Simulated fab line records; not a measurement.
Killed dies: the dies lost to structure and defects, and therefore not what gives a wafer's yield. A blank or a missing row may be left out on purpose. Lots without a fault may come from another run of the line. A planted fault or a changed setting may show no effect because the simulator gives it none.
Matching of chambers | flow gf180mcu | cmp-01 running GF_V4_CMP_04: 4 sister chambers
The step polishes SiO2. 8 wafers are shown with their chamber, then 8 later ones without.

== EACH WAFER AND ITS CHAMBER ==
wafer  | chamber | motor-current-A (A) | edge-zone-pressure-frac
L482.5 | 1       | 15.8                | 1.003
L486.1 | 3       | 14.2                | 0.996
L486.2 | 0       | 11.9                | 1.002
L486.4 | 2       | 11.7                | 0.997
L488.3 | 1       | 15.7                | 1.004
L488.5 | 0       | 12.7                | 1.004
L488.6 | 3       | 13.5                | 0.997
L489.1 | 2       | 11.7                | 0.999

== WAFERS MISSING THEIR CHAMBER ==
wafer  | motor-current-A (A) | edge-zone-pressure-frac
L489.3 | 12.7                | 0.998
L489.6 | 11.3                | 1.006
L491.2 | 15.7                | 0.995
L491.3 | 12.2                | 0.995
L491.4 | 12.1                | 0.997
L499.1 | 16.1                | 1.002
L499.5 | 11.6                | 1.003
L499.6 | 15.8                | 0.999

== EACH ONE'S CHAMBER ==
wafer  | from the rows above          | in truth
L489.3 | can't be placed: 2 or 3 or 0 | 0
L489.6 | 0                            | 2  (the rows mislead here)
L491.2 | 3                            | 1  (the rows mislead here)
L491.3 | can't be placed: 2 or 3      | 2
L491.4 | 2                            | 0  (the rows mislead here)
L499.1 | 1                            | 1
L499.5 | 0                            | 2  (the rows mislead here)
L499.6 | can't be placed: 1 or 3      | 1
Correct placement for 1 of the 8. These rows do not allow placing 3 (true chamber among the candidates in 3). 4 placed wrongly.
How it was worked out, from the rows above alone: a wafer's distance from a chamber is the root of the sum, over the readings, of the square of ((its reading less the chamber's mean) divided by the reading's scatter). If the next closest chamber is less than 2 further off than the closest, the wafer can't be placed; otherwise it belongs to the closest. A chamber's mean is the mean of its shown wafers. The scatter is the square root of a quotient: the sum, over the shown wafers, of each reading's squared deviation from its chamber's mean, divided by wafers minus chambers.
